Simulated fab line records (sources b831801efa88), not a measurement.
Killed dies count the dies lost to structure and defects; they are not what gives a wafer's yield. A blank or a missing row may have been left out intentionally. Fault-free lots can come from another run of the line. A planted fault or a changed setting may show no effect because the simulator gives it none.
The same fault as seen by 2 desks :: flow gf180mcu :: what lay behind the numbers comes last; until then each desk has only its own

== THE METROLOGY DESK ==
What the gauges read for every lot (on any tool): the sampled wafers with a number, averaged. Marked OUT: a lot whose mean sits more than 4 standard deviations from the usual mean, which makes it out of limits; the brackets give that distance.
Columns: A = NSD_OVL at GF_NSD_OVL_MEAS_08, usual -0.5 nm; B = SAB_OVL at GF_SAB_OVL_MEAS_10, usual 0.7 nm; C = SALICIDE_TIN_RS at GF_SALICIDE_RS_MEAS_04, usual 16.5 ohm/sq; D = SALICIDE_TIN_THK at GF_SALICIDE_THK_MEAS_05, usual 20.1 nm
lot: L484
first seen here: day 13 16:31
A: -1.8
B: 0.9
C: 16.3
D: 20.2

lot: L486
first seen here: day 14 06:17
A: -1.8
B: 0.3
C: 16.0
D: 20.4

lot: L487
first seen here: day 14 11:28
A: 0.3
B: 1.0
C: 16.6
D: 20.2

lot: L496
first seen here: day 17 07:40
A: -0.2
B: 0.1
C: 16.0
D: 22.3 (+6.4) OUT

lot: L497
first seen here: day 18 00:56
A: -0.3
B: 0.8
C: 16.7
D: 20.1

lot: L498
first seen here: day 18 04:55
A: -1.0
B: 0.8
C: 16.8
D: 19.8

lot: L499
first seen here: day 18 13:22
A: 1.4
B: 1.4
C: 16.7
D: 20.2

lot: L501
first seen here: day 19 03:52
A: -0.8
B: 1.3
C: 16.9
D: 19.7

lot: L503
first seen here: day 19 23:05
A: -1.2
B: 2.0
C: 16.6
D: 20.2

lot: L504
first seen here: day 20 08:13
A: 1.0
B: 1.4
C: 16.5
D: 20.6

lot: L505
first seen here: day 20 14:28
A: -1.1
B: -0.1
C: 16.2
D: 20.5

lot: L506
first seen here: day 21 00:41
A: -0.5
B: -0.2
C: 16.4
D: 19.5
Per this desk, out of limits: L496; the first was L496, day 19 15:02 (SALICIDE_TIN_THK at GF_SALICIDE_THK_MEAS_05). In limits: L484, L486, L487, L497, L498, L499, L501, L503, L504, L505, L506.

== FOR THE TOOL OWNER'S DESK: pvd_sputter-04 ==
The tool's own readings at GF_SALICIDE_SPUTTER_03 (material TiN, target thk 20 nm, time 16.7 s): means of the sampled wafers that have a number, for each lot that ran on this tool. Marked OUT: a lot whose mean sits more than 4 standard deviations from the usual mean, which makes it out of limits; the brackets give that distance.
Columns: A = cathode_dc_power_W at GF_SALICIDE_SPUTTER_03, usual 6500.1 W; B = throttle_valve_pct at GF_SALICIDE_SPUTTER_03, usual 30.3 %
lot: L484
first seen here: day 15 11:59
A: 6499.3
B: 29.6

lot: L486
first seen here: day 16 02:34
A: 6499.0
B: 30.7

lot: L487
first seen here: day 16 08:47
A: 6499.9
B: 30.7

lot: L496
first seen here: day 19 08:12
A: 7205.9 (+99 or more) OUT
B: 30.7

lot: L505
first seen here: day 22 14:54
A: 6500.8
B: 30.9

lot: L506
first seen here: day 23 01:13
A: 6499.3
B: 29.6
Finding of this desk: L496 out of limits; the first was L496 at day 19 08:12, on cathode_dc_power_W at GF_SALICIDE_SPUTTER_03. In limits: L484, L486, L487, L505, L506.

== ALL TOGETHER ==
The tool owner's desk could have raised an alarm at day 19 08:12, on L496.
On L496, the metrology desk was in a position to raise an alarm at day 19 15:02.
GF_SALICIDE_SPUTTER_03 was run on pvd_sputter-04 by each of the lots named.

== WHAT THE SIMULATOR HAD PUT IN ==
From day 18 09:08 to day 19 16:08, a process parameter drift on pvd_sputter-04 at GF_SALICIDE_SPUTTER_03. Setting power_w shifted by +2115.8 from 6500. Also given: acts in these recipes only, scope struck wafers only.
Shown lots that were struck: L496.
Fault start to first reading out of limits, in hours, per desk: tool owner, 23; metrology, 30.
